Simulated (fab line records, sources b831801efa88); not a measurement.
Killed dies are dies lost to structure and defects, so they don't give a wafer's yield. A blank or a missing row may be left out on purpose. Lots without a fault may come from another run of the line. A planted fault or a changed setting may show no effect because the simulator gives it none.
Which tool did it? | flow gf180mcu | 24 lots, 72 wafers sampled, at 6 steps of a route of 602

WHAT THE GAUGES READ, wafer by wafer
GF_M1_CD_MEAS_14: target cd 230 nm.
lot  | measured     | on        | cd_nm (nm)
L074 | day 16 22:56 | cd_sem-01 | 231.3 232.0 230.2
L075 | day 17 06:47 | cd_sem-02 | 230.9 231.5 230.6
L076 | day 17 14:16 | cd_sem-02 | 232.1 231.2 230.5
L077 | day 18 03:10 | cd_sem-02 | 230.4 230.3 229.8
L078 | day 18 10:44 | cd_sem-02 | 232.0 231.4 230.4
L079 | day 19 00:05 | cd_sem-01 | 229.4 228.5 229.8
L080 | day 19 07:56 | cd_sem-02 | 230.4 229.8 229.7
L081 | day 19 20:41 | cd_sem-01 | 230.8 230.1 230.0
L083 | day 20 07:20 | cd_sem-02 | 229.8 230.6 231.1
L082 | day 20 12:48 | cd_sem-01 | 228.9 229.7 230.4
L084 | day 21 07:32 | cd_sem-02 | 231.1 230.1 230.2
L085 | day 21 18:32 | cd_sem-01 | 230.8 230.9 230.9
L086 | day 21 21:58 | cd_sem-01 | 231.0 230.1 230.0
L087 | day 22 05:44 | cd_sem-01 | 229.2 228.1 228.6
L088 | day 22 14:23 | cd_sem-02 | 226.6 228.9 228.0
L089 | day 23 02:27 | cd_sem-02 | 229.7 228.9 229.8
L090 | day 23 06:45 | cd_sem-01 | 230.0 230.3 230.6
L091 | day 23 07:30 | cd_sem-01 | 230.1 231.8 230.4
L092 | day 23 17:57 | cd_sem-02 | 229.5 230.7 229.2
L093 | day 23 19:47 | cd_sem-02 | 231.3 229.6 229.5
L094 | day 24 13:35 | cd_sem-02 | 229.0 229.3 229.6
L095 | day 24 14:20 | cd_sem-01 | 229.5 230.6 230.4
L096 | day 24 19:27 | cd_sem-01 | 229.5 230.4 230.0
L097 | day 25 04:18 | cd_sem-02 | 231.0 231.0 230.1

GF_V2_RS_MEAS_24: measures by four-point-probe.
lot  | measured     | on            | V2_W_RS (ohm/sq)
L074 | day 20 04:16 | film_metro-03 | 0.334 0.332 0.331
L075 | day 20 13:02 | film_metro-04 | 0.333 0.332 0.335
L076 | day 20 19:49 | film_metro-01 | 0.336 0.333 0.331
L077 | day 21 08:03 | film_metro-01 | 0.333 0.331 0.332
L078 | day 21 17:25 | film_metro-04 | 0.335 0.333 0.338
L079 | day 22 05:01 | film_metro-04 | 0.332 0.337 0.335
L080 | day 22 15:04 | film_metro-03 | 0.335 0.334 0.332
L081 | day 23 02:09 | film_metro-01 | 0.330 0.333 0.333
L083 | day 23 11:58 | film_metro-01 | 0.332 0.332 0.334
L082 | day 23 16:53 | film_metro-03 | 0.334 0.329 0.336
L084 | day 24 11:20 | film_metro-04 | 0.333 0.330 0.332
L085 | day 24 20:21 | film_metro-04 | 0.336 0.338 0.334
L086 | day 24 22:53 | film_metro-01 | 0.329 0.331 0.334
L087 | day 25 07:15 | film_metro-01 | 0.328 0.329 0.328
L088 | day 25 14:49 | film_metro-03 | 0.328 0.329 0.326
L089 | day 26 01:13 | film_metro-01 | 0.337 0.336 0.333
L090 | day 26 05:59 | film_metro-01 | 0.336 0.333 0.335
L091 | day 26 07:07 | film_metro-04 | 0.329 0.325 0.327
L092 | day 26 15:56 | film_metro-03 | 0.335 0.332 0.339
L093 | day 26 18:43 | film_metro-01 | 0.331 0.332 0.332
L094 | day 27 09:14 | film_metro-04 | 0.331 0.329 0.336
L095 | day 27 10:59 | film_metro-01 | 0.336 0.329 0.329
L096 | day 27 16:11 | film_metro-04 | 0.334 0.336 0.333
L097 | day 28 00:28 | film_metro-03 | 0.327 0.332 0.330

GF_M3_OVL_MEAS_15.
lot  | measured     | on         | M3_OVL (nm)
L074 | day 21 05:12 | overlay-01 | 3 6 6
L075 | day 21 13:28 | overlay-01 | -2 -5 -8
L076 | day 21 20:14 | overlay-02 | 2 2 1
L077 | day 22 08:25 | overlay-02 | 4 10 3
L078 | day 22 17:30 | overlay-02 | 16 6 8
L079 | day 23 05:12 | overlay-01 | -9 -11 -7
L080 | day 23 14:15 | overlay-02 | 0 -9 1
L081 | day 24 01:33 | overlay-02 | -7 -5 -5
L083 | day 24 11:12 | overlay-01 | -1 -4 -8
L082 | day 24 15:31 | overlay-01 | 8 7 7
L084 | day 25 09:30 | overlay-02 | 5 6 -3
L085 | day 25 19:33 | overlay-02 | 3 8 4
L086 | day 25 20:31 | overlay-02 | 13 7 -2
L087 | day 26 04:42 | overlay-01 | -3 1 -6
L088 | day 26 12:45 | overlay-02 | 11 6 14
L089 | day 26 22:19 | overlay-02 | 3 6 15
L090 | day 27 03:52 | overlay-01 | 3 -1 -3
L091 | day 27 04:25 | overlay-02 | 3 4 3
L092 | day 27 13:13 | overlay-01 | -1 13 -1
L093 | day 27 15:54 | overlay-02 | -7 -11 -5
L094 | day 28 06:18 | overlay-01 | -19 -14 -13
L095 | day 28 07:48 | overlay-01 | 3 3 -1
L096 | day 28 12:46 | overlay-01 | 12 10 12
L097 | day 28 20:25 | overlay-01 | -6 -1 -1

GF_V3_THK_MEAS_25: measures by xrf.
lot  | measured     | on            | V3_W_THK (nm)
L074 | day 22 07:22 | film_metro-04 | 358 361 355
L075 | day 22 15:22 | film_metro-02 | 354 356 356
L076 | day 22 21:55 | film_metro-01 | 368 370 369
L077 | day 23 10:06 | film_metro-01 | 366 364 370
L078 | day 23 19:26 | film_metro-04 | 357 358 359
L079 | day 24 05:55 | film_metro-04 | 351 352 351
L080 | day 24 14:50 | film_metro-02 | 352 355 349
L081 | day 25 01:44 | film_metro-02 | 356 349 354
L083 | day 25 11:26 | film_metro-04 | 355 349 355
L082 | day 25 15:50 | film_metro-04 | 360 356 358
L084 | day 26 08:28 | film_metro-04 | 349 348 355
L085 | day 26 18:29 | film_metro-02 | 350 349 348
L086 | day 26 20:15 | film_metro-01 | 366 367 375
L087 | day 27 04:44 | film_metro-02 | 357 360 360
L088 | day 27 12:02 | film_metro-01 | 355 360 358
L089 | day 27 21:23 | film_metro-02 | 344 342 344
L090 | day 28 01:58 | film_metro-02 | 350 353 350
L091 | day 28 02:53 | film_metro-02 | 348 347 346
L092 | day 28 11:29 | film_metro-01 | 358 362 355
L093 | day 28 14:02 | film_metro-02 | 349 351 347
L094 | day 29 03:58 | film_metro-04 | 356 354 354
L095 | day 29 05:39 | film_metro-02 | 354 350 355
L096 | day 29 10:12 | film_metro-01 | 364 360 360
L097 | day 29 16:47 | film_metro-04 | 351 357 355

WHICH TOOL RAN EACH LOT (tool, then ch and the chambers of the sampled wafers, then the start)
lot  | GF_M2_STRIP_17                       | GF_V2_CVD_02
L074 | plasma_asher-04 ch 0,1, day 19 01:33 | pecvd-01 ch 0,1,2, day 19 02:25
L075 | plasma_asher-04 ch 0,1, day 19 10:11 | pecvd-04 ch 1,2, day 19 10:49
L076 | plasma_asher-03 ch 0,1, day 19 17:06 | pecvd-04 ch 1,2, day 19 17:53
L077 | plasma_asher-02 ch 0,1, day 20 05:59 | pecvd-03 ch 0,1,2, day 20 06:37
L078 | plasma_asher-02 ch 0,1, day 20 14:57 | pecvd-04 ch 1,2, day 20 15:46
L079 | plasma_asher-02 ch 0,1, day 21 03:33 | pecvd-03 ch 0,1,2, day 21 04:13
L080 | plasma_asher-03 ch 0,1, day 21 12:18 | pecvd-04 ch 0,1,2, day 21 13:19
L081 | plasma_asher-02 ch 0,1, day 22 00:15 | pecvd-04 ch 1,2, day 22 00:56
L083 | plasma_asher-04 ch 0,1, day 22 10:30 | pecvd-03 ch 0,1,2, day 22 11:12
L082 | plasma_asher-03 ch 0,1, day 22 15:44 | pecvd-03 ch 0,2, day 22 16:26
L084 | plasma_asher-02 ch 0,1, day 23 10:01 | pecvd-03 ch 1,2, day 23 10:41
L085 | plasma_asher-02 ch 0,1, day 23 19:42 | pecvd-01 ch 1,2, day 23 20:22
L086 | plasma_asher-03 ch 0,1, day 23 23:20 | pecvd-03 ch 0,2, day 24 00:04
L087 | plasma_asher-03 ch 0,1, day 24 06:56 | pecvd-04 ch 0,2, day 24 07:38
L088 | plasma_asher-03 ch 0,1, day 24 14:57 | pecvd-04 ch 0,1,2, day 24 15:37
L089 | plasma_asher-03 ch 0,1, day 25 01:36 | pecvd-03 ch 0,1,2, day 25 02:18
L090 | plasma_asher-03 ch 0,1, day 25 06:50 | pecvd-04 ch 0,2, day 25 07:30
L091 | plasma_asher-04 ch 0,1, day 25 07:39 | pecvd-01 ch 1,2, day 25 08:19
L092 | plasma_asher-02 ch 0,1, day 25 17:15 | pecvd-04 ch 0,1,2, day 25 17:56
L093 | plasma_asher-03 ch 0,1, day 25 19:44 | pecvd-01 ch 0,2, day 25 20:26
L094 | plasma_asher-02 ch 0,1, day 26 10:48 | pecvd-01 ch 0,1, day 26 11:30
L095 | plasma_asher-04 ch 0,1, day 26 11:57 | pecvd-01 ch 0,2, day 26 12:37
L096 | plasma_asher-04 ch 0,1, day 26 17:39 | pecvd-03 ch 0,2, day 26 18:19
L097 | plasma_asher-03 ch 0,1, day 27 02:21 | pecvd-03 ch 0,2, day 27 03:01
- GF_M2_STRIP_17: strips in O2/N2.
- GF_V2_CVD_02: deposits SiO2 from TEOS, target thk 850 nm, time 94.851 s.

WHAT THE TOOLS THEMSELVES READ (means of the sampled wafers that have a number; where no wafer has one, the mark that the record gives instead)
GF_M2_STRIP_17.
lot  | tool            | drypump_motor_current_A (A) | heater_power_w (W) | n2_flow_sccm (sccm) | oes_product_au (a.u.) | strip_time_to_endpoint_s (s)
L074 | plasma_asher-04 | 5.60                        | 305                | 300.3               | 0.555                 | 7.85
L075 | plasma_asher-04 | 5.27                        | 308                | 300.6               | 0.558                 | 7.87
L076 | plasma_asher-03 | 5.74                        | 345                | 299.9               | 0.558                 | 7.85
L077 | plasma_asher-02 | 5.49                        | 404                | 299.8               | 0.561                 | 7.90
L078 | plasma_asher-02 | 5.55                        | 412                | 300.3               | 0.561                 | 7.90
L079 | plasma_asher-02 | 5.48                        | 397                | 300.2               | 0.556                 | 7.89
L080 | plasma_asher-03 | 5.64                        | 354                | 300.6               | 0.558                 | 7.84
L081 | plasma_asher-02 | 5.55                        | 414                | 300.4               | 0.559                 | 7.86
L083 | plasma_asher-04 | 5.26                        | 306                | 299.4               | 0.558                 | 7.87
L082 | plasma_asher-03 | 5.73                        | 351                | 299.8               | 0.560                 | 7.82
L084 | plasma_asher-02 | 5.51                        | 408                | 299.5               | 0.556                 | 7.77
L085 | plasma_asher-02 | 5.55                        | 409                | 299.3               | 0.551                 | 7.80
L086 | plasma_asher-03 | 5.60                        | 355                | 299.3               | 0.566                 | 7.93
L087 | plasma_asher-03 | 5.61                        | 359                | 300.1               | 0.558                 | 7.85
L088 | plasma_asher-03 | 5.63                        | 357                | 300.1               | 0.553                 | 7.79
L089 | plasma_asher-03 | 5.76                        | 342                | 298.9               | 0.559                 | 7.87
L090 | plasma_asher-03 | 5.74                        | 344                | 300.3               | 0.555                 | 7.87
L091 | plasma_asher-04 | 5.25                        | 304                | 299.2               | 0.559                 | 7.87
L092 | plasma_asher-02 | 5.50                        | 405                | 300.5               | 0.554                 | 7.85
L093 | plasma_asher-03 | 5.75                        | 347                | 300.9               | 0.555                 | 7.83
L094 | plasma_asher-02 | 5.53                        | 395                | 299.8               | 0.557                 | 7.89
L095 | plasma_asher-04 | 5.25                        | 311                | 299.5               | 0.552                 | 7.90
L096 | plasma_asher-04 | 5.25                        | 307                | 300.3               | 0.565                 | 7.90
L097 | plasma_asher-03 | 5.74                        | 350                | 299.4               | 0.560                 | 7.96

GF_V2_CVD_02.
lot  | tool     | heater_power_w (W)
L074 | pecvd-01 | 779
L075 | pecvd-04 | 750
L076 | pecvd-04 | 780
L077 | pecvd-03 | 644
L078 | pecvd-04 | 685
L079 | pecvd-03 | 734
L080 | pecvd-04 | 725
L081 | pecvd-04 | 797
L083 | pecvd-03 | 624
L082 | pecvd-03 | 560
L084 | pecvd-03 | 833
L085 | pecvd-01 | 857
L086 | pecvd-03 | 560
L087 | pecvd-04 | 699
L088 | pecvd-04 | 620
L089 | pecvd-03 | 715
L090 | pecvd-04 | 748
L091 | pecvd-01 | 746
L092 | pecvd-04 | 713
L093 | pecvd-01 | 793
L094 | pecvd-01 | 768
L095 | pecvd-01 | 861
L096 | pecvd-03 | 535
L097 | pecvd-03 | 571

THE ANSWER, worked out from the rows above alone
Rule: what is usual is taken from the lots themselves. Put in order of their means at a reading, lots are off if they are a third of the lots or fewer, leave a main group of 4 or more, and stand apart from it by a gap of 3 or more times the standard deviation of the main group's means; of several such gaps the widest counts. A main group whose means are all the same, to the digits that the tables above print for the reading, isn't used. A lot without any number at a reading at which 4 lots or more have one is off too. The other lots that the step has rows for count as sound. The gauges are gone through in route order, then the tools' own readings, and for those a lot's mean is taken as printed above. The first step at which some lot is off is used, and at that step the reading that is off furthest; a lot without a number counts as furthest.
No lot is off at any reading shown: from this, nothing can be told.

WHAT THE SIMULATOR HAD PUT IN
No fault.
